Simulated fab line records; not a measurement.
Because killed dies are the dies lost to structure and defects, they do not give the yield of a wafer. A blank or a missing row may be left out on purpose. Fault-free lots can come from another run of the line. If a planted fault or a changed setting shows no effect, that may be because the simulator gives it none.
The tool behind it: which one? -- flow gf180mcu -- 72 wafers from 24 lots sampled at 6 of the route's 602 steps

## WHAT THE GAUGES SHOWED, per wafer
GF_STI_THK_MEAS_22. Usual: STI_OXIDATION_01_THK gives 15.20 nm (standard deviation 0.25).
lot,measured,on,STI_OXIDATION_01_THK (nm),flag
L074,day 2 09:55,filmMetro-02,15.09 15.03 15.05,
L075,day 2 09:56,filmMetro-03,14.83 14.84 15.08,
L076,day 2 16:56,filmMetro-01,15.88 15.56 15.54,
L077,day 3 01:07,filmMetro-01,15.23 14.96 15.12,
L078,day 3 02:22,filmMetro-02,15.55 15.42 15.68,
L079,day 3 06:57,filmMetro-02,14.97 14.79 15.11,
L080,day 3 12:28,filmMetro-03,15.25 15.24 15.34,
L081,day 3 16:14,filmMetro-03,15.28 15.49 15.38,
L082,day 3 21:03,filmMetro-03,15.25 15.28 15.37,
L083,day 4 02:14,filmMetro-01,15.21 15.39 14.95,
L084,day 4 08:17,filmMetro-02,15.30 15.34 15.37,
L085,day 4 12:08,filmMetro-02,15.12 15.13 15.27,
L086,day 4 17:31,filmMetro-02,15.24 15.26 15.10,
L087,day 4 22:37,filmMetro-01,15.28 15.54 15.36,
L088,day 5 04:25,filmMetro-01,15.48 15.36 15.38,
L089,day 5 08:34,filmMetro-01,14.86 14.65 14.87,
L090,day 5 14:33,filmMetro-02,15.30 15.28 15.18,
L091,day 5 18:34,filmMetro-01,15.28 15.16 15.03,
L092,day 6 01:32,filmMetro-02,15.15 15.07 15.05,
L093,day 6 05:50,filmMetro-02,15.09 15.05 15.16,
L094,day 6 11:25,filmMetro-03,15.14 15.16 15.04,
L095,day 6 16:31,filmMetro-02,15.23 15.40 15.24,
L096,day 6 22:47,filmMetro-02,15.03 14.67 14.85,
L097,day 7 03:40,filmMetro-01,15.37 15.46 15.52,

GF_LVPWELL_TW_MEAS_11. Usual: LVPWELL_TW gives 563 (standard deviation 4.2).
lot,measured,on,LVPWELL_TW,flag
L074,day 4 06:58,filmMetro-03,569 568 569,
L075,day 4 07:20,filmMetro-01,563 559 560,
L076,day 4 13:16,filmMetro-01,560 558 559,
L077,day 4 22:10,filmMetro-04,565 567 568,
L078,day 4 23:28,filmMetro-04,567 567 566,
L079,day 5 06:16,filmMetro-03,563 564 564,
L080,day 5 10:55,filmMetro-01,551 556 557,
L081,day 5 16:13,filmMetro-03,564 564 563,
L082,day 5 20:07,filmMetro-04,563 564 561,
L083,day 6 03:46,filmMetro-03,564 567 566,
L084,day 6 08:16,filmMetro-03,568 565 569,
L085,day 6 13:22,filmMetro-04,568 567 566,
L086,day 6 17:34,filmMetro-01,559 554 559,
L087,day 7 00:52,filmMetro-01,557 556 555,
L088,day 7 06:52,filmMetro-03,566 567 568,
L089,day 7 10:10,filmMetro-03,563 566 563,
L090,day 7 17:32,filmMetro-01,555 555 557,
L091,day 7 23:10,filmMetro-03,567 565 568,
L092,day 8 05:17,filmMetro-04,563 564 565,
L093,day 8 09:52,filmMetro-04,562 559 562,
L094,day 8 16:55,filmMetro-04,563 561 565,
L095,day 8 21:07,filmMetro-01,557 556 557,
L096,day 9 04:10,filmMetro-01,559 559 563,
L097,day 9 10:47,filmMetro-01,558 562 559,

GF_SAB_THK_MEAS_01. Usual: SAB_CVD_00_THK gives 49.8 nm (standard deviation 0.72).
lot,measured,on,SAB_CVD_00_THK (nm),flag
L074,day 15 01:26,filmMetro-03,49.2 48.7 49.3,
L075,day 15 08:43,filmMetro-01,49.9 50.3 50.6,
L076,day 15 14:02,filmMetro-02,50.4 50.0 50.6,
L077,day 16 05:02,filmMetro-03,49.8 49.8 51.0,
L078,day 16 15:50,filmMetro-02,50.4 51.0 49.7,
L079,day 16 23:38,filmMetro-02,49.0 49.1 50.0,
L080,day 16 23:46,filmMetro-03,49.0 48.9 49.0,
L081,day 17 15:08,filmMetro-01,48.9 50.6 50.2,
L082,day 17 15:20,filmMetro-03,49.2 50.3 50.1,
L083,day 18 06:20,filmMetro-02,48.7 49.9 51.0,
L084,day 18 13:22,filmMetro-02,49.9 49.0 50.3,
L085,day 18 23:41,filmMetro-03,49.4 48.9 49.7,
L086,day 19 00:38,filmMetro-03,50.5 51.3 50.9,
L087,day 19 12:35,filmMetro-01,49.6 48.9 50.8,
L088,day 19 18:59,filmMetro-02,48.5 49.7 49.9,
L089,day 20 07:11,filmMetro-02,49.9 49.1 49.6,
L090,day 20 11:46,filmMetro-02,49.4 50.0 50.0,
L091,day 20 22:20,filmMetro-03,49.5 48.9 50.6,
L092,day 21 03:45,filmMetro-01,49.3 49.9 51.1,
L093,day 21 09:59,filmMetro-01,48.7 48.4 48.8,
L094,day 21 19:55,filmMetro-01,48.9 49.1 49.3,
L095,day 22 03:11,filmMetro-02,48.7 49.4 49.5,
L096,day 22 11:50,filmMetro-03,50.6 51.0 51.4,
L097,day 22 22:06,filmMetro-02,49.2 51.6 50.4,

GF_V3_THK_MEAS_25: measures by xrf. Usual: V3_W_THK gives 358 nm (standard deviation 7.2).
lot,measured,on,V3_W_THK (nm),flag
L074,day 23 12:57,filmMetro-03,369 365 368,
L075,day 23 22:49,filmMetro-03,362 373 357,
L076,day 24 00:33,filmMetro-01,354 367 369,
L077,day 24 15:41,filmMetro-03,360 361 361,
L078,day 25 01:05,filmMetro-02,355 341 340,
L079,day 25 06:14,filmMetro-02,361 362 345,
L080,day 25 07:11,filmMetro-02,365 348 351,
L081,day 25 23:12,filmMetro-03,359 356 373,
L082,day 25 23:17,filmMetro-02,352 350 354,
L083,day 26 11:38,filmMetro-02,350 353 347,
L084,day 26 17:11,filmMetro-03,362 362 364,
L085,day 27 03:26,filmMetro-02,366 346 364,
L086,day 27 03:49,filmMetro-01,355 355 354,
L087,day 27 12:59,filmMetro-01,351 350 353,
L088,day 27 16:54,filmMetro-03,358 356 367,
L089,day 28 02:40,filmMetro-02,354 354 356,
L090,day 28 08:54,filmMetro-02,352 349 367,
L091,day 28 16:45,filmMetro-02,351 355 355,
L092,day 28 21:31,filmMetro-01,355 356 354,
L093,day 28 23:46,filmMetro-03,358 359 361,
L094,day 29 08:01,filmMetro-02,353 350 352,
L095,day 29 15:57,filmMetro-03,367 363 357,
L096,day 29 21:53,filmMetro-03,358 361 365,
L097,day 30 07:59,filmMetro-02,352 350 366,

GF_M4_OVL_MEAS_15. Usual: M4_OVL gives 1 nm (standard deviation 4.9).
lot,measured,on,M4_OVL (nm),flag
L074,day 24 12:11,overlay-01,-4 -5 -6,
L075,day 24 20:24,overlay-02,4 2 -1,
L076,day 24 21:53,overlay-02,6 8 0,
L077,day 25 12:25,overlay-01,1 1 1,
L078,day 25 22:50,overlay-02,15 8 8,
L079,day 26 04:22,overlay-02,2 -3 -1,
L080,day 26 04:47,overlay-01,2 1 3,
L081,day 26 21:05,overlay-01,-1 -1 -1,
L082,day 26 21:26,overlay-02,-1 5 -1,
L083,day 27 08:50,overlay-01,-1 2 -1,
L084,day 27 14:20,overlay-01,1 8 1,
L085,day 28 00:20,overlay-01,2 4 -2,
L086,day 28 00:41,overlay-01,-1 -3 0,
L087,day 28 09:08,overlay-01,-3 -1 -3,
L088,day 28 13:28,overlay-01,0 3 -3,
L089,day 28 23:13,overlay-02,-7 -3 -3,
L090,day 29 05:20,overlay-01,-1 -5 3,
L091,day 29 13:07,overlay-02,5 4 -2,
L092,day 29 17:17,overlay-02,6 6 1,
L093,day 29 19:49,overlay-02,4 2 3,
L094,day 30 04:20,overlay-01,11 4 9,
L095,day 30 12:00,overlay-02,-6 -16 -9,
L096,day 30 17:05,overlay-01,5 -4 -2,
L097,day 31 02:33,overlay-02,0 0 3,

## TOOL THAT RAN EACH LOT (tool first, then ch and the chambers of the sampled wafers, then the start)
lot,GF_SAB_STRIP_13
L074,"plasmaAsher-01 ch 0,1, day 16 00:02"
L075,"plasmaAsher-01 ch 0,1, day 16 07:49"
L076,"plasmaAsher-04 ch 0,1, day 16 12:41"
L077,"plasmaAsher-02 ch 0,1, day 17 04:42"
L078,"plasmaAsher-02 ch 0,1, day 17 16:17"
L079,"plasmaAsher-01 ch 0,1, day 17 23:55"
L080,"plasmaAsher-04 ch 0,1, day 18 00:02"
L081,"plasmaAsher-02 ch 0,1, day 18 15:35"
L082,"plasmaAsher-02 ch 0,1, day 18 15:58"
L083,"plasmaAsher-01 ch 0,1, day 19 06:55"
L084,"plasmaAsher-04 ch 0, day 19 14:52"
L085,"plasmaAsher-02 ch 0,1, day 20 01:04"
L086,"plasmaAsher-04 ch 0,1, day 20 02:40"
L087,"plasmaAsher-02 ch 0,1, day 20 13:28"
L088,"plasmaAsher-01 ch 0,1, day 20 19:40"
L089,"plasmaAsher-01 ch 0,1, day 21 07:46"
L090,"plasmaAsher-04 ch 0,1, day 21 12:51"
L091,"plasmaAsher-04 ch 0,1, day 21 23:20"
L092,"plasmaAsher-04 ch 0,1, day 22 04:07"
L093,"plasmaAsher-01 ch 0,1, day 22 10:34"
L094,"plasmaAsher-02 ch 0,1, day 22 19:37"
L095,"plasmaAsher-01 ch 0,1, day 23 03:25"
L096,"plasmaAsher-01 ch 0,1, day 23 11:13"
L097,"plasmaAsher-01 ch 0,1, day 23 21:07"
- GF_SAB_STRIP_13: strips in O2/N2.

## AS READ BY THE TOOLS THEMSELVES (means over the sampled wafers that have a number; for cases with no such wafer, the mark the record gives instead)
GF_SAB_STRIP_13. Usual: drypumpMotorCurrentA 5.7 A, standard deviation 0.52; heaterPowerW 329 W, standard deviation 13; oesProductAu 0.710 a.u., standard deviation 0.0049; stripTimeToEndpointS 12.61 s, standard deviation 0.034.
lot,tool,drypumpMotorCurrentA (A),heaterPowerW (W),oesProductAu (a.u.),stripTimeToEndpointS (s),flag
L074,plasmaAsher-01,5.7,319,0.707,12.61,
L075,plasmaAsher-01,5.7,317,0.710,12.56,
L076,plasmaAsher-04,6.3,342,0.709,12.66,
L077,plasmaAsher-02,5.5,326,0.708,12.60,
L078,plasmaAsher-02,5.3,335,0.711,12.61,
L079,plasmaAsher-01,5.7,312,0.709,12.68,
L080,plasmaAsher-04,6.5,333,0.711,12.59,
L081,plasmaAsher-02,5.5,331,0.704,12.60,
L082,plasmaAsher-02,5.3,332,0.708,12.58,
L083,plasmaAsher-01,5.5,325,0.708,12.63,
L084,plasmaAsher-04,6.1,355,0.707,12.63,
L085,plasmaAsher-02,5.4,330,0.708,12.56,
L086,plasmaAsher-04,6.3,339,0.705,12.65,
L087,plasmaAsher-02,5.5,326,0.712,12.58,
L088,plasmaAsher-01,5.7,324,0.712,12.62,
L089,plasmaAsher-01,5.4,325,0.707,12.63,
L090,plasmaAsher-04,6.5,326,0.709,12.57,
L091,plasmaAsher-04,6.5,332,0.711,12.60,
L092,plasmaAsher-04,6.5,333,0.710,12.61,
L093,plasmaAsher-01,5.7,321,0.708,12.58,
L094,plasmaAsher-02,5.3,335,0.714,12.63,
L095,plasmaAsher-01,5.7,325,0.713,12.64,
L096,plasmaAsher-01,5.7,325,0.707,12.62,
L097,plasmaAsher-01,5.7,325,0.714,12.61,

## THE ANSWER, worked out from the rows above alone
Rule: lot off if the mean of its wafers having a number is beyond 3 standard deviations from the usual mean. Also off: a lot with no number at a reading for which 4 or more lots have one. All remaining lots with rows at the step are treated as sound. After the gauges, taken in route order, come the tools' own readings; for these a lot's mean is taken, as printed above. The first step at which some lot is off is used, and at that step the reading that is off furthest; a lot without a number counts as furthest.
None of the lots is off at any reading shown; this tells nothing.

## WHAT WAS PUT IN BY THE SIMULATOR
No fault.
